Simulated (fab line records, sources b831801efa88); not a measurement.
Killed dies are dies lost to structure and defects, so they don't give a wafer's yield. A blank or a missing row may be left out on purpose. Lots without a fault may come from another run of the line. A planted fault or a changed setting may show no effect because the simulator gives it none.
Which tool did it? | flow sky130 | 12 lots, 36 wafers sampled, at 1 step of a route of 708

WHAT THE GAUGES READ, wafer by wafer
SKY_LI_CONTACT_OVL_MEAS_13.
lot  | measured     | on         | LI_CONTACT_OVL (nm)
L074 | day 30 12:31 | overlay-02 | 2 -1 -4
L077 | day 31 01:58 | overlay-01 | 12 7 9
L079 | day 31 20:59 | overlay-02 | -2 1 4
L081 | day 32 10:54 | overlay-01 | 3 10 3
L083 | day 32 17:41 | overlay-01 | -3 -3 -8
L085 | day 33 12:11 | overlay-01 | -10 -10 -7
L087 | day 34 08:25 | overlay-02 | -3 -4 -3
L089 | day 34 17:37 | overlay-02 | -9 -5 -2
L091 | day 35 10:20 | overlay-02 | 6 7 -1
L093 | day 36 00:01 | overlay-01 | 6 3 5
L095 | day 36 21:01 | overlay-02 | 1 1 4
L097 | day 37 03:52 | overlay-02 | 7 4 1

WHICH TOOL RAN EACH LOT (tool, then ch and the chambers of the sampled wafers, then the start)
The record holds no process step before these readings.

THE ANSWER, worked out from the rows above alone
Rule: what is usual is taken from the lots themselves. Put in order of their means at a reading, lots are off if they are a third of the lots or fewer, leave a main group of 4 or more, and stand apart from it by a gap of 3 or more times the standard deviation of the main group's means; of several such gaps the widest counts. A main group whose means are all the same, to the digits that the tables above print for the reading, isn't used. A lot without any number at a reading at which 4 lots or more have one is off too. The other lots that the step has rows for count as sound.
No lot is off at any reading shown: from this, nothing can be told.

WHAT THE SIMULATOR HAD PUT IN
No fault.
